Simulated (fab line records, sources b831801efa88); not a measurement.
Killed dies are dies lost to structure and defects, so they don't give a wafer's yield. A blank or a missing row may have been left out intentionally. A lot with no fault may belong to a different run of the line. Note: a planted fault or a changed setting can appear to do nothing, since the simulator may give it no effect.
The tool behind it: which one? + flow sky130 + 12 lots, 36 wafers sampled, at 5 steps of a route of 708

== WHAT EACH GAUGE READ, for each wafer ==
SKY_SONOS_TUNNEL_TW_MEAS_12.
| lot  | measured     | on            | SONOS_TUNNEL_TW   |
|------|--------------|---------------|-------------------|
| L664 | day 11 02:20 | film metro-04 | 199.3 200.3 199.6 |
| L665 | day 11 16:47 | film metro-01 | 197.5 197.1 198.3 |
| L666 | day 11 23:04 | film metro-03 | 197.4 197.3 198.9 |
| L668 | day 12 10:31 | film metro-04 | 199.9 200.9 200.2 |
| L669 | day 13 02:25 | film metro-03 | 195.9 195.8 195.3 |
| L673 | day 14 03:49 | film metro-01 | 196.1 195.7 195.8 |
| L675 | day 14 21:10 | film metro-04 | 200.4 198.8 200.4 |
| L680 | day 16 15:17 | film metro-03 | 196.9 196.4 196.2 |
| L682 | day 17 00:17 | film metro-04 | 199.2 199.9 199.1 |
| L684 | day 17 23:17 | film metro-04 | 199.4 198.4 199.3 |
| L686 | day 18 09:16 | film metro-01 | 199.1 199.6 199.4 |
| L687 | day 18 21:44 | film metro-04 | 199.8 200.7 199.6 |

SKY_GATE_OXIDE_THK_MEAS_02.
| lot  | measured     | on            | GATE_OXIDE_OXIDATION_00_THK (nm) |
|------|--------------|---------------|----------------------------------|
| L664 | day 12 12:08 | film metro-01 | 10.38 10.34 10.37                |
| L665 | day 13 00:31 | film metro-01 | 10.27 10.34 10.29                |
| L666 | day 13 10:02 | film metro-03 | 9.92 9.96 9.87                   |
| L668 | day 13 21:02 | film metro-03 | 9.88 9.82 9.91                   |
| L669 | day 15 06:09 | film metro-03 | 10.06 10.04 10.09                |
| L673 | day 15 14:45 | film metro-02 | 10.10 10.12 10.18                |
| L675 | day 16 06:49 | film metro-01 | 10.20 10.39 10.13                |
| L680 | day 18 07:37 | film metro-03 | 10.44 10.28 10.16                |
| L682 | day 18 12:55 | film metro-01 | 10.30 10.18 10.40                |
| L684 | day 19 13:44 | film metro-02 | 10.56 10.69 10.47                |
| L686 | day 20 02:26 | film metro-03 | 10.13 10.27 10.31                |
| L687 | day 20 13:04 | film metro-03 | 10.28 10.47 10.34                |

SKY_LDD_LDN_OVL_MEAS_07.
| lot  | measured     | on         | LDD_LDN_OVL (nm) |
|------|--------------|------------|------------------|
| L664 | day 22 12:06 | overlay-01 | 1.1 0.2 -2.4     |
| L665 | day 23 01:38 | overlay-02 | 1.7 -0.5 0.2     |
| L666 | day 23 08:44 | overlay-02 | -0.2 -2.4 -0.8   |
| L668 | day 24 00:51 | overlay-01 | 2.4 3.0 1.8      |
| L669 | day 25 14:53 | overlay-02 | 0.2 2.4 3.4      |
| L673 | day 26 00:49 | overlay-02 | -0.1 0.5 0.7     |
| L675 | day 26 15:34 | overlay-01 | -1.6 1.2 0.5     |
| L680 | day 28 13:55 | overlay-02 | 1.0 -0.9 2.1     |
| L682 | day 28 20:49 | overlay-02 | -1.6 -0.2 0.0    |
| L684 | day 29 15:11 | overlay-02 | 1.3 0.5 1.9      |
| L686 | day 30 03:59 | overlay-02 | 1.3 -0.4 -0.8    |
| L687 | day 30 14:01 | overlay-02 | 0.3 -0.7 -2.2    |

SKY_VIA1_THK_MEAS_01.
| lot  | measured     | on            | VIA1_HDPCVD_THK (nm) |
|------|--------------|---------------|----------------------|
| L664 | day 32 09:09 | film metro-04 | 1020 1021 1028       |
| L665 | day 32 23:05 | film metro-04 | 1020 1017 1019       |
| L666 | day 33 04:12 | film metro-01 | 1027 1021 1033       |
| L668 | day 33 18:28 | film metro-01 | 1043 1036 1043       |
| L669 | day 35 07:50 | film metro-01 | 1012 1222 1220       |
| L673 | day 35 16:31 | film metro-04 | 1223 1027 1220       |
| L675 | day 36 05:11 | film metro-01 | 1050 1050 1034       |
| L680 | day 38 02:32 | film metro-04 | 1041 1035 1049       |
| L682 | day 38 07:43 | film metro-02 | 1048 1044 1049       |
| L684 | day 39 01:22 | film metro-04 | 1035 1047 1060       |
| L686 | day 39 12:24 | film metro-04 | 1015 1019 1032       |
| L687 | day 39 21:52 | film metro-01 | 1053 1038 1039       |

== TOOL THAT RAN EACH LOT (tool first, then ch and the chambers of the sampled wafers, then the start) ==
| lot  | SKY_VIA1_HDPCVD_00               |
|------|----------------------------------|
| L664 | hdpcvd-01 ch 1,2, day 32 09:01   |
| L665 | hdpcvd-01 ch 0,1,2, day 32 22:59 |
| L666 | hdpcvd-02 ch 1,2, day 33 04:05   |
| L668 | hdpcvd-01 ch 0,1,2, day 33 18:23 |
| L669 | hdpcvd-01 ch 0,2, day 35 07:44   |
| L673 | hdpcvd-01 ch 0,2, day 35 16:23   |
| L675 | hdpcvd-02 ch 0,1,2, day 36 05:04 |
| L680 | hdpcvd-01 ch 0,1, day 38 02:25   |
| L682 | hdpcvd-01 ch 0,1,2, day 38 07:37 |
| L684 | hdpcvd-01 ch 0,1,2, day 39 01:16 |
| L686 | hdpcvd-01 ch 0,2, day 39 12:17   |
| L687 | hdpcvd-01 ch 0,1,2, day 39 21:44 |
- SKY_VIA1_HDPCVD_00: deposits SiO2, target thk 1030 nm, time 171.7 s.

== WHAT THE TOOLS THEMSELVES READ (means of the sampled wafers that have a number; where no wafer has one, the mark that the record gives instead) ==
SKY_VIA1_HDPCVD_00.
| lot  | tool      | sih4 flow sccm (sccm) |
|------|-----------|-----------------------|
| L664 | hdpcvd-01 | 59.89                 |
| L665 | hdpcvd-01 | 59.90                 |
| L666 | hdpcvd-02 | 60.14                 |
| L668 | hdpcvd-01 | 60.20                 |
| L669 | hdpcvd-01 | 68.06                 |
| L673 | hdpcvd-01 | 68.06                 |
| L675 | hdpcvd-02 | 60.00                 |
| L680 | hdpcvd-01 | 60.04                 |
| L682 | hdpcvd-01 | 60.00                 |
| L684 | hdpcvd-01 | 59.94                 |
| L686 | hdpcvd-01 | 59.87                 |
| L687 | hdpcvd-01 | 60.02                 |

== THE ANSWER, worked out from the rows above alone ==
Rule: what is usual is taken from the lots themselves. The widest of any qualifying gaps counts: lots, ordered by their means at a reading, are off when they make up no more than a third of the lots, leave a main group of 4 or more, and stand apart from it by 3 or more times the standard deviation of that group's means. If all means in a main group match to the digits the tables above print for the reading, that group is not used. A lot without any number at a reading at which 4 lots or more have one is off too. All remaining lots with rows at the step are treated as sound. First the gauges in route order, then the tools' own readings, where a lot's mean is used as printed above. At the first step where some lot is off, the reading lying furthest off is the one used; lots without a number count as furthest.
Off: L669, L673, at SKY_VIA1_THK_MEAS_01 (VIA1_HDPCVD_THK). Mean 1036 nm and standard deviation 11 in the main group.
A tool fits if, at a process step before that reading, it ran every lot that is off, and no sound lot after the first of them. Not tried: the gauges at SKY_VIA1_THK_MEAS_01; whatever is off there is also off at SKY_VIA1_HDPCVD_00, on other tools, and gauge error can't account for it. Not one of the candidates tried fits.

== WHAT HAD BEEN PUT IN BY THE SIMULATOR ==
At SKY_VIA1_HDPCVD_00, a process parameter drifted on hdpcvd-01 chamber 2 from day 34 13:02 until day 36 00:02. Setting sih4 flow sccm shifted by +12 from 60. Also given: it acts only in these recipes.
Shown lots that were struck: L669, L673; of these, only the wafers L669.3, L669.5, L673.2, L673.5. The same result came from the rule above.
